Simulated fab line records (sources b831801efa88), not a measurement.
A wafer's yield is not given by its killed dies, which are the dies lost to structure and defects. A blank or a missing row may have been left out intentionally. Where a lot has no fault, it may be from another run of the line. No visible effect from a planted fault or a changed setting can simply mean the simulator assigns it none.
Split-lot experiment -- flow gf180mcu -- 23 wafers read from 5 lots, route of 602 steps

== ON THE SPLIT ==
At GF_M3_SPUTTER_04 (material TiN, target thk 50 nm, time 41.7 s), the setting power-w was moved away from the recipe's 6500 W on 8 of the 23 wafers read, by -11.4% to +4.6%. This setting was run at the recipe's value on the other wafers.

The reading is taken at the split's own step.

== THE READING ==
TiN_of_M3_SPUTTER_04.thk-nm (the simulator's own value, which no gauge read), in nm, at GF_M3_SPUTTER_04 (material TiN, target thk 50 nm, time 41.7 s). There is no usual value for it anywhere in the file. The 15 wafers here that ran the recipe average 49.67 nm, standard deviation 0.26 nm.

wafer,"tool, chamber at the split","power-w as run, W",against the recipe,"TiN_of_M3_SPUTTER_04.thk-nm, nm",against lot-mates on the recipe
L074.1,"pvd-sputter-01, -",6500,recipe,50.11,-
L074.2,"pvd-sputter-01, -",6500,recipe,49.98,-
L074.6,"pvd-sputter-01, -",6500,recipe,49.34,-
L076.1,"pvd-sputter-02, -",6500,recipe,49.64,-
L076.2,"pvd-sputter-02, -",6500,recipe,49.62,-
L076.4,"pvd-sputter-02, -",6772,+4.2%,52.45,+2.88
L076.5,"pvd-sputter-02, -",6772,+4.2%,52.44,+2.87
L076.6,"pvd-sputter-02, -",6500,recipe,49.45,-
L077.1,"pvd-sputter-04, -",6500,recipe,49.68,-
L077.2,"pvd-sputter-04, -",6800,+4.6%,51.96,+2.26
L077.3,"pvd-sputter-04, -",6800,+4.6%,52.18,+2.48
L077.5,"pvd-sputter-04, -",6800,+4.6%,51.38,+1.68
L077.6,"pvd-sputter-04, -",6500,recipe,49.72,-
L079.1,"pvd-sputter-02, -",6500,recipe,49.84,-
L079.2,"pvd-sputter-02, -",5757,-11.4%,44.24,-5.78
L079.3,"pvd-sputter-02, -",6500,recipe,50.2,-
L079.4,"pvd-sputter-02, -",5757,-11.4%,43.7,-6.32
L079.5,"pvd-sputter-02, -",5757,-11.4%,44.02,-6.00
L080.1,"pvd-sputter-02, -",6500,recipe,49.31,-
L080.2,"pvd-sputter-02, -",6500,recipe,49.67,-
L080.4,"pvd-sputter-02, -",6500,recipe,49.58,-
L080.5,"pvd-sputter-02, -",6500,recipe,49.44,-
L080.6,"pvd-sputter-02, -",6500,recipe,49.41,-

FIT RESULTS
A straight line over all 23 wafers: TiN_of_M3_SPUTTER_04.thk-nm changes by +0.507 nm for each +1% of power-w; r = +0.99; the points scatter about the line by 0.34 nm.
The same after taking each lot's own level away (the mean of its wafers on the recipe; 23 wafers): +0.531 nm for each +1%; r = +0.99; scatter 0.32 nm.
According to that fit, moving power-w by its largest amount changes the reading by 6.1 nm.
The span of the lots' own levels, 49.482 to 50.020 nm, comes to 2.1 times the standard deviation stated above.
The two slopes agree, so the slope changes little with the lot-to-lot level.
Check: for one of the wafers moved furthest among these (-11.4%), held out of the fit, the line's prediction against its lot-mates is -6.16 nm. Against them it came out at -5.78 nm.

== THE FILE'S OWN FIT ==
TiN_of_M3_SPUTTER_04.thk-nm changes by +0.537 nm for each +1% of power-w, r = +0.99.
